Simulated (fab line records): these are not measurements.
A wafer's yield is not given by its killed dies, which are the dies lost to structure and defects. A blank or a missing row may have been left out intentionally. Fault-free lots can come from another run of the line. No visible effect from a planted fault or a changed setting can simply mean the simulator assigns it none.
Comparing a struck lot with a sound one || flow gf180mcu || 27 steps out of a route of 602
Sound: these wafers, L337.1, L337.2, L337.5. Wafers L338.4, L338.5, L338.6 were the ones struck. The cause is named last.
Each step with rows lists, per side, the tool, then ch with its chambers, then its first start. Under that, the readings that differ: sound wafers || struck wafers || difference of the means || sigmas: that difference in standard deviations of wafers without a fault.
alike: words and numbers the same on both sides, and readings whose means are apart by under 2 such deviations; not compared: readings that were withheld, readings missing a value for some wafer, numbers with overlapping values and no deviation given by the record, and bounds like >300 which may hide the same value.
A row with sigmas, a row that says differs or no value, or rows on one side alone: a step with any of these is where the two part. Non-overlapping numbers with no deviation appear without sigmas and do not part them. A reading that every wafer of one side lacks parts them only if that side has two wafers or more.

GF_HV_LDD_ETCHBACK_58: etches Si3N4 in CH3F/O2, stops on SiO2, time 100 s, target depth 90 nm.
  sound on rie diel-03 ch 0,2,3, day 15 04:17; struck on rie diel-04 ch 0,2,3, day 15 07:23
  alike: drypump motor current A, oes product au, throttle valve pct
  not compared: rf hours counter h
then, 7 steps without rows for these wafers: GF_NSD_DEHYDRATE_00 (time 60 s); GF_NSD_HMDS_01 (prime time 60 s); GF_NSD_COAT_02 (resist thk 1000 nm); GF_NSD_SOFTBAKE_03 (time 60 s); GF_NSD_EXPOSE_04 (exposes mask Nplus, target cd 400 nm); GF_NSD_PEB_05; GF_NSD_DEVELOP_06 (develop time 60 s).
GF_NSD_CD_MEAS_07 targets a cd of 400 nm.
  sound on cd sem-02, day 16 02:23; struck on cd sem-01, day 16 04:56
  alike: cd nm
GF_NSD_OVL_MEAS_08:
  sound on overlay-01, day 16 02:30; struck on overlay-01, day 16 05:01
  alike: NSD_OVL
then, 2 steps without rows for these wafers: GF_NSD_IMPLANT_09; GF_NSD_IMPLANT_10.
GF_NSD_STRIP_11: strips in O2/N2.
  sound on plasma asher-04 ch 0,1, day 16 02:50; struck on plasma asher-04 ch 0,1, day 16 05:22
  no value came back on the struck wafers for any of 5 readings (chamber pressure mTorr (mTorr), drypump motor current A (A) and others); on the sound wafers chamber pressure mTorr (mTorr) reads 1498.2 1500.3 1500.8
{"reading": "model.NOVOLAK_of_NSD_COAT_02.thk nm (nm)", "sound": "0 0 0", "struck": "1002 1002 999.5", "difference": "+1001", "sigmas": ""}
  not compared: rf hours counter h
GF_NSD_TW_MEAS_12:
  sound on film metro-01, day 16 02:56; struck on film metro-02, day 16 05:28
{"reading": "NSD_TW", "sound": "4258 4303 4281", "struck": "4219 4216 4238", "difference": -56, "sigmas": -3}
then, 7 steps without rows for these wafers: GF_PSD_DEHYDRATE_00 (time 60 s); GF_PSD_HMDS_01 (prime time 60 s); GF_PSD_COAT_02 (resist thk 1000 nm); GF_PSD_SOFTBAKE_03 (time 60 s); GF_PSD_EXPOSE_04 (exposes mask Pplus, target cd 400 nm); GF_PSD_PEB_05; GF_PSD_DEVELOP_06 (develop time 60 s).
GF_PSD_CD_MEAS_07 targets a cd of 400 nm.
  sound on cd sem-01, day 17 00:56; struck on cd sem-01, day 17 03:37
  alike: cd nm
GF_PSD_OVL_MEAS_08:
  sound on overlay-01, day 17 01:03; struck on overlay-02, day 17 03:41
{"reading": "PSD_OVL (nm)", "sound": "3.5 2.1 2.5", "struck": "-1.3 1.2 0.0", "difference": -2.7, "sigmas": -2}
then, 1 step without rows for these wafers: GF_PSD_IMPLANT_09.
GF_PSD_STRIP_10: strips in O2/N2.
  sound on plasma asher-01 ch 0,1, day 17 01:14; struck on plasma asher-03 ch 0,1, day 17 03:53
{"reading": "oes product au (a.u.)", "sound": "0.586 0.590 0.593", "struck": "0.661 0.660 0.651", "difference": "+0.068", "sigmas": "+16"}
{"reading": "strip time to endpoint s (s)", "sound": "16.52 16.51 16.53", "struck": "31.56 31.55 31.48", "difference": "+15.01", "sigmas": "+99 or more"}
  alike: chamber pressure mTorr, drypump motor current A, heater power w
  not compared: rf hours counter h
GF_PSD_TW_MEAS_11:
  sound on film metro-03, day 17 01:20; struck on film metro-03, day 17 03:59
{"reading": "PSD_TW", "sound": "3158 3175 3152", "struck": "30 30 30", "difference": -3132, "sigmas": "-99 or more"}
then, 1 step without rows for these wafers: GF_PSD_CLEAN_12 (cleans in SC1/SC2, time 150 s).

## WHERE THEY PART
Last at GF_PSD_TW_MEAS_11 as far as this record goes, first at GF_NSD_STRIP_11.

WHY: what had been put in by the simulator
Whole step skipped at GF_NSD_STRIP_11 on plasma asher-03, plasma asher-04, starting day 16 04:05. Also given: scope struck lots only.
